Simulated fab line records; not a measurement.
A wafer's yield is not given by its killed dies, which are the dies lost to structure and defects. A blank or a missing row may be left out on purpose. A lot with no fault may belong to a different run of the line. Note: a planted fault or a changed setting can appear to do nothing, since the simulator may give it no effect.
2 desks looking at one fault :: flow gf180mcu :: what lay behind the numbers comes last; until then each desk has only its own

== DESK OF THE TOOL OWNER: lpcvd-01 ==
The tool's own readings at GF_POLY_GATE_CVD_00 (deposits poly-Si, target thk 200 nm, time 1200 s): means of the sampled wafers that have a number, for each lot that ran on this tool. Marked OUT: a lot whose mean sits more than 4 standard deviations from the usual mean, which makes it out of limits; the brackets give that distance.
Columns: A = spikeTcUpperC at GF_POLY_GATE_CVD_00, usual 619.9 C; B = zonePowerLowerPct at GF_POLY_GATE_CVD_00, usual 8.5 %
lot: L580
first seen here: day 8 23:52
A: 619.2
B: 8.4

lot: L590
first seen here: day 11 23:19
A: 620.9
B: 8.4

lot: L591
first seen here: day 12 09:57
A: 620.1
B: 8.3

lot: L597
first seen here: day 14 01:04
A: 620.5
B: 8.4
This desk's verdict: no lot among the 4 shows anything out of limits.

== FROM THE METROLOGY DESK ==
What the gauges read for every lot (on any tool): the sampled wafers with a number, averaged. Marked OUT: a lot whose mean sits more than 4 standard deviations from the usual mean, which makes it out of limits; the brackets give that distance.
Columns: A = POLY_GATE_CVD_00_THK at GF_POLY_GATE_THK_MEAS_01, usual 200.3 nm; B = M2_ALCU_THK at GF_M2_THK_MEAS_06, usual 443 nm
lot: L578
first seen here: day 8 12:00
A: 200.2
B: 447

lot: L579
first seen here: day 8 16:55
A: 199.7
B: 447

lot: L580
first seen here: day 9 01:13
A: 197.2
B: 438

lot: L590
first seen here: day 12 00:39
A: 181.5 (-9.9) OUT
B: 440

lot: L591
first seen here: day 12 11:18
A: 199.7
B: 447

lot: L593
first seen here: day 12 18:20
A: 200.2
B: 443

lot: L594
first seen here: day 13 03:40
A: 201.9
B: 437

lot: L596
first seen here: day 13 18:59
A: 199.3
B: 444

lot: L597
first seen here: day 14 02:24
A: 196.8
B: 444

lot: L600
first seen here: day 14 20:35
A: 199.5
B: 446
This desk's result: L590 out of limits, first on L590 (POLY_GATE_CVD_00_THK at GF_POLY_GATE_THK_MEAS_01), day 12 00:39. Within limits: L578, L579, L580, L591, L593, L594, L596, L597, L600.

== TAKEN TOGETHER ==
On L590, the metrology desk was in a position to raise an alarm at day 12 00:39.
The desk of the tool owner found nothing out of limits.
The tool owner's desk has L590 on record, within its limits.
All the named lots went through GF_POLY_GATE_CVD_00 on lpcvd-01.

== WHAT THE SIMULATOR HAD PUT IN ==
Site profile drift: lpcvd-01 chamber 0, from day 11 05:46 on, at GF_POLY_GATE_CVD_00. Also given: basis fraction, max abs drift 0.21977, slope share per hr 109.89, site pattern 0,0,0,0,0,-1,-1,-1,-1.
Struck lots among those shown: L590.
Time in hours between the start of the fault and the first out-of-limits reading at each desk: metrology desk, 19.
